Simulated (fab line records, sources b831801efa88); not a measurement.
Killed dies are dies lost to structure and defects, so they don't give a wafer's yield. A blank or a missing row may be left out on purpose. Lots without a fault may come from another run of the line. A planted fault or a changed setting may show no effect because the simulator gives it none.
One fault seen from 2 desks | flow gf180mcu | each desk has only its own numbers; what lay behind them comes last

THE TOOL OWNER'S DESK: furnace-02
The tool's own readings at GF_DUAL_GATE_OXIDATION_15 (stabilise 600 s, purge 300 s, target thk 7.098 nm): means of the sampled wafers that have a number, for each lot that ran on this tool. A lot is out of limits, marked OUT, if its mean lies more than 4 standard deviations from the usual mean; the brackets give that distance.
Columns: A = spike_tc_centre_C at GF_DUAL_GATE_OXIDATION_15, usual 852.2 C; B = spike_tc_lower_C at GF_DUAL_GATE_OXIDATION_15, usual 850.3 C; C = spike_tc_top_C at GF_DUAL_GATE_OXIDATION_15, usual 862.9 C; D = spike_tc_upper_C at GF_DUAL_GATE_OXIDATION_15, usual 849.4 C; E = tube_center_temp_C at GF_DUAL_GATE_OXIDATION_15, usual 849.99 C; F = tube_center_temp_C_max at GF_DUAL_GATE_OXIDATION_15, usual 852.2
lot  | first seen here | A                | B     | C                | D                | E                | F
L955 | day 8 11:46     | 851.7            | 848.9 | 861.8            | 850.5            | 850.00           | 852.3
L957 | day 9 00:26     | 852.4            | 848.7 | 862.6            | 849.4            | 850.07           | 852.5
L962 | day 10 10:58    | 852.2            | 848.8 | 862.9            | 849.7            | 850.07           | 852.6
L965 | day 11 08:50    | 852.5            | 848.6 | 863.3            | 849.6            | 850.01           | 852.1
L967 | day 11 18:44    | 852.7            | 848.9 | 862.1            | 850.4            | 850.00           | 852.0
L973 | day 13 12:05    | 857.6 (+5.6) OUT | 854.7 | 867.0            | 855.5 (+5.1) OUT | 854.94 (+57) OUT | 857.3 (+14) OUT
L976 | day 14 13:49    | 857.6 (+5.7) OUT | 854.0 | 867.6 (+4.3) OUT | 855.5 (+5.1) OUT | 854.88 (+56) OUT | 857.0 (+13) OUT
This desk's finding: out of limits on L973, L976; first on L973, day 13 12:05 (spike_tc_centre_C at GF_DUAL_GATE_OXIDATION_15). In limits: L955, L957, L962, L965, L967.

THE METROLOGY DESK
What the gauges read, lot by lot, whatever tool the lot ran on: means of the sampled wafers that have a number. A lot is out of limits, marked OUT, if its mean lies more than 4 standard deviations from the usual mean; the brackets give that distance.
Columns: A = cd_nm at GF_HV_LDD_CD_MEAS_46, usual 400.3 nm
lot  | first seen here | A
L955 | day 12 11:16    | 399.7
L956 | day 12 17:29    | 400.2
L957 | day 13 02:11    | 402.3
L958 | day 13 17:02    | 401.1
L959 | day 13 20:57    | 402.2
L960 | day 14 04:52    | 402.8
L962 | day 14 16:35    | 397.9
L963 | day 14 22:07    | 400.5
L965 | day 15 21:48    | 398.2
L966 | day 16 02:57    | 398.2
L967 | day 16 06:44    | 399.1
L973 | day 18 08:10    | 401.5
L976 | day 19 14:08    | 399.9
This desk's finding: nothing out of limits on any of the 13 lots.

PUT TOGETHER
The tool owner's desk could have raised an alarm at day 13 12:05, on L973, L976.
The metrology desk saw nothing out of limits.
The metrology desk has L973, L976 on record, within its limits.
Of the lots named, all ran GF_DUAL_GATE_OXIDATION_15 on furnace-02.

WHAT THE SIMULATOR HAD PUT IN
Process parameter drift: furnace-02, from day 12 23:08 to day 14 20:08, at GF_DUAL_GATE_OXIDATION_15. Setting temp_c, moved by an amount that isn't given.
Lots struck among those shown: L973, L976.
Hours from the fault's start to each desk's first reading out of limits: the tool owner's desk, 13.
